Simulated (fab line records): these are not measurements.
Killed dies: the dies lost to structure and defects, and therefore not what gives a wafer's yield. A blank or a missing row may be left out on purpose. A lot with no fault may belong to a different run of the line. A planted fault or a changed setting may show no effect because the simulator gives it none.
2 desks looking at one fault :: flow gf180mcu :: what lay behind the numbers comes last; until then each desk has only its own

FROM THE METROLOGY DESK
What the gauges read for every lot (on any tool): the sampled wafers with a number, averaged. Any lot whose mean is over 4 standard deviations away from the usual mean is out of limits and marked OUT; that distance is given in the brackets.
Columns: A = CONTACT_CVD_00_THK at GF_CONTACT_THK_MEAS_01, usual 313 nm; B = CONTACT_W_THK at GF_CONTACT_THK_MEAS_26, usual 314 nm; C = cdNm at GF_M1_CD_MEAS_14, usual 229.7 nm
lot: L721
first seen here: day 15 03:16
A: 311
B: 310
C: 230.6

lot: L722
first seen here: day 15 06:37
A: 313
B: 314
C: 229.3

lot: L723
first seen here: day 16 00:35
A: 316
B: 315
C: 228.7

lot: L724
first seen here: day 16 15:26
A: 310
B: 319
C: 229.2

lot: L726
first seen here: day 17 04:10
A: 315
B: 309
C: 228.4

lot: L729
first seen here: day 18 05:18
A: 307
B: 315
C: 229.0

lot: L728
first seen here: day 18 07:49
A: 311
B: 328
C: 229.7

lot: L730
first seen here: day 18 12:54
A: 306
B: 333
C: 230.9

lot: L734
first seen here: day 19 19:08
A: 314
B: 316
C: 231.0

lot: L738
first seen here: day 21 12:07
A: 317
B: 323
C: 229.0

lot: L739
first seen here: day 21 12:20
A: 312
B: 307
C: 230.8

lot: L740
first seen here: day 22 02:21
A: 314
B: 309
C: 229.9

lot: L741
first seen here: day 22 07:20
A: 311
B: 309
C: 228.8

lot: L742
first seen here: day 22 18:57
A: 313
B: 316
C: 228.0
This desk found nothing out of limits on any of the 14 lots.

FOR THE TOOL OWNER'S DESK: cvdW-02
The tool's own readings at GF_CONTACT_CVD_24 (deposits W, target thk 300 nm, time 90.339 s): means of the sampled wafers that have a number, for each lot that ran on this tool. Any lot whose mean is over 4 standard deviations away from the usual mean is out of limits and marked OUT; that distance is given in the brackets.
Columns: A = heaterPowerW at GF_CONTACT_CVD_24, usual 790 W; B = susceptorTempC at GF_CONTACT_CVD_24, usual 399.96 C
lot: L724
first seen here: day 17 14:41
A: 864
B: 399.88

lot: L726
first seen here: day 18 03:22
A: 797
B: 400.13

lot: L728
first seen here: day 19 09:19
A: 688
B: 402.94 (+14) OUT

lot: L730
first seen here: day 19 14:49
A: 824
B: 402.81 (+14) OUT

lot: L739
first seen here: day 22 13:16
A: 800
B: 400.00

lot: L740
first seen here: day 23 02:47
A: 752
B: 399.92

lot: L741
first seen here: day 23 06:53
A: 749
B: 399.97
This desk's verdict: out of limits on L728, L730, starting with L728 at day 19 09:19 (susceptorTempC at GF_CONTACT_CVD_24). L724, L726, L739, L740, L741: within limits.

TAKEN TOGETHER
On L728, L730, at day 19 09:19, an alarm was possible from the tool owner's desk.
The metrology desk saw nothing out of limits.
The metrology desk holds a record of L728, L730, inside its limits.
The lots listed all ran GF_CONTACT_CVD_24 on cvdW-02.

WHAT WAS PUT IN BY THE SIMULATOR
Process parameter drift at GF_CONTACT_CVD_24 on cvdW-02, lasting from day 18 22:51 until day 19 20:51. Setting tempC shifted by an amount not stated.
Shown lots that were struck: L728, L730.
Delay in hours, fault start to first out-of-limits reading, by desk: the tool owner's desk at 10.
